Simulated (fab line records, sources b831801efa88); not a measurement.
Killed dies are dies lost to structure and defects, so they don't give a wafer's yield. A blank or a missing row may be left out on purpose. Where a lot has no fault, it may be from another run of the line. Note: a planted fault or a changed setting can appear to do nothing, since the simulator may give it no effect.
Struck lot and sound lot, side by side    flow sfqLine    14 out of 325 route steps
Sound: wafers L926.1, L926.3, L926.6. Struck: wafers L939.2, L939.5, L939.6. The cause comes at the end.
At each step with rows: each side's tool, then ch and its chambers, then its first start. Under that, the readings that differ: sound wafers    struck wafers    difference of the means    sigmas: that difference in standard deviations of wafers without a fault.
alike: readings with means less than 2 such deviations apart, plus words and numbers identical on both sides. not compared: withheld readings, readings lacking a value on some wafer, bounds such as >300 that could conceal the same value, and numbers that have no deviation in the record and whose values overlap.
A row with sigmas, a row that says differs or no value, or rows on one side alone: a step with any of these is where the two part. Numbers that have no deviation but don't overlap get no sigmas and don't part them. A reading missing from all wafers of one side parts the sides only when that side holds two or more wafers.

first, 6 steps without rows for these wafers: SFQ_TRILAYER_M2_LITHO_COAT_062 (resist thk 62 nm); SFQ_TRILAYER_M2_LITHO_COAT_057 (resist thk 600 nm); SFQ_TRILAYER_M2_LITHO_SOFTBAKE_061; SFQ_TRILAYER_M2_LITHO_EXPOSE_058 (exposes mask M2, target cd 500 nm); SFQ_TRILAYER_M2_LITHO_PEB_060 (peb time 60 s); SFQ_TRILAYER_M2_LITHO_DEVELOP_059 (time 60 s).
SFQ_M2_OVL_MEAS_916:
  struck on overlay-02, day 37 05:50; sound on overlay-02, day 32 15:16
  alike: M2_OVL
SFQ_TRILAYER_M2_BARC_OPEN_METAL_ETCH_077: etches BARC in O2, target depth 125 nm, time 41.7 s.
  sound on rieMetal-02 ch 0,1, day 32 15:18; struck on rieMetal-02 ch 0,1, day 37 05:52
  alike: drypumpMotorCurrentA, oesProductAu, rfFwdPowerW
  not compared: rfHoursCounterH
SFQ_TRILAYER_M2_ETCH_METAL_ETCH_060: etches Nb in Cl2/Ar, stops on SiO2, target depth 240 nm, time 120 s.
  sound on rieMetal-02 ch 0,1, day 32 15:21; struck on rieMetal-02 ch 0,1, day 37 05:55
  alike: drypumpMotorCurrentA, oesProductAu, rfFwdPowerW
  not compared: rfHoursCounterH
SFQ_TRILAYER_M2_STRIP_STRIP_061: strips in O2.
  sound on rieMetal-02 ch 0,1, day 32 15:29; struck on rieMetal-02 ch 0,1, day 37 06:03
  alike: drypumpMotorCurrentA, oesProductAu
  not compared: rfHoursCounterH
then, 1 step without rows for these wafers: SFQ_TRILAYER_M2_STRIP_SOLV_CLEAN_062 (cleans in NMP, time 600 s).
SFQ_TRILAYER_I2_DEP_PECVD_063: deposits SiO2 from SiH4/N2O, time 111.11 s, target thk 500 nm.
  sound on pecvd-04 ch 0,1,2, day 32 16:15; struck on pecvd-03 ch 1,2, day 37 06:49
reading                                             sound              struck             difference  sigmas
runLengthS (s)                                      138.8 138.8 139.5  161.3 161.0 160.9  +22.0       +58
model.SiO2_of_TRILAYER_I2_DEP_PECVD_063.thkNm (nm)  504.1 509.8 510.3  594.6 593.9 608.5  +90.9       
  alike: heaterPowerOuterW, heaterPowerW, rfFwdPowerW, showerheadVppV, throttleValvePct
SFQ_TRILAYER_I2_CMP_CMP_064: polishes SiO2.
  sound on cmp-02 ch 1,2,3, day 32 21:49; struck on cmp-02 ch 1,2,3, day 37 16:36
reading              sound        struck       difference  sigmas
timeToEndpointS (s)  213 221 216  296 288 292  +75         +10
  alike: motorCurrentA
SFQ_I2_BOW_MEAS_917:
  struck on filmMetro-01, day 37 18:37; sound on filmMetro-01, day 33 00:49
  alike: I2_BOW

WHERE THEY PART
Last at SFQ_TRILAYER_I2_CMP_CMP_064 as far as this record goes, first at SFQ_TRILAYER_I2_DEP_PECVD_063. Later steps at which nothing parts them and some readings are alike: SFQ_I2_BOW_MEAS_917.

WHY: what the simulator had put in
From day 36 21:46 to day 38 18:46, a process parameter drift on pecvd-03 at SFQ_TRILAYER_I2_DEP_PECVD_063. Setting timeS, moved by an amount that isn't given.
